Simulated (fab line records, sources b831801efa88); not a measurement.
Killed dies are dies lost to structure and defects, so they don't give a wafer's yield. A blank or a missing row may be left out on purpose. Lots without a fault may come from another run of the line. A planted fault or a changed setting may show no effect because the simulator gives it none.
Chamber matching | flow gf180mcu | GF_V1_ETCH_16 on rie_diel-03: 4 sister chambers
The step etches BARC in N2/H2. 18 wafers are shown with their chamber, then 9 later ones without.

WAFERS WITH THEIR CHAMBER
wafer  | chamber | oes_product_au (a.u.) | throttle_valve_pct (%)
L186.4 | 1       | 0.863                 | 13.235
L186.5 | 3       | 0.848                 | 13.235
L186.6 | 2       | 0.851                 | 13.232
L188.2 | 1       | 0.858                 | 13.222
L188.3 | 3       | 0.856                 | 13.226
L188.4 | 0       | 0.863                 | 13.231
L190.1 | 3       | 0.853                 | 13.235
L190.4 | 3       | 0.847                 | 13.219
L190.5 | 1       | 0.860                 | 13.229
L191.2 | 3       | 0.853                 | 13.218
L191.4 | 1       | 0.850                 | 13.234
L191.6 | 0       | 0.856                 | 13.219
L193.3 | 2       | 0.852                 | 13.220
L193.5 | 0       | 0.850                 | 13.233
L193.6 | 1       | 0.852                 | 13.224
L195.1 | 0       | 0.852                 | 13.230
L195.3 | 1       | 0.845                 | 13.206
L195.4 | 2       | 0.858                 | 13.225

SIGNATURES (means of the wafers above)
reading            | chamber 0 | chamber 1 | chamber 2 | chamber 3 | scatter within a chamber
oes_product_au     | 0.85525   | 0.85467   | 0.85367   | 0.85140   | 0.00545
throttle_valve_pct | 13.22825  | 13.22500  | 13.22567  | 13.22660  | 0.00859
Rule: a wafer's distance from a chamber is the root of the sum, over the readings, of the square of ((its reading less the chamber's mean) divided by the reading's scatter). The wafer belongs to the nearest chamber; if the next one is less than 2 further off, it can't be placed. The scatter: the root of (the sum of the squares of (reading less its chamber's mean) over the shown wafers, divided by (wafers less chambers)).

WAFERS WITHOUT THEIR CHAMBER
wafer  | oes_product_au (a.u.) | throttle_valve_pct (%)
L202.2 | 0.848                 | 13.233
L202.5 | 0.855                 | 13.228
L202.6 | 0.854                 | 13.233
L206.1 | 0.852                 | 13.217
L206.2 | 0.852                 | 13.250
L206.6 | 0.855                 | 13.216
L207.1 | 0.856                 | 13.230
L207.2 | 0.854                 | 13.222
L207.3 | 0.856                 | 13.222

WHICH CHAMBER EACH WENT THROUGH
wafer  | from the rows above               | in truth
L202.2 | can't be placed: 3 or 2 or 0 or 1 | 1
L202.5 | can't be placed: 0 or 1 or 2 or 3 | 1
L202.6 | can't be placed: 0 or 2 or 3 or 1 | 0
L206.1 | can't be placed: 1 or 2 or 3 or 0 | 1
L206.2 | can't be placed: 0 or 3 or 2 or 1 | 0
L206.6 | can't be placed: 1 or 2 or 3 or 0 | 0
L207.1 | can't be placed: 0 or 1 or 2 or 3 | 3
L207.2 | can't be placed: 1 or 2 or 3 or 0 | 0
L207.3 | can't be placed: 1 or 2 or 0 or 3 | 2
Placed correctly: 0 of 9. Can't be placed from these rows: 9 (the true chamber is among the candidates in 9). Placed wrongly: 0.
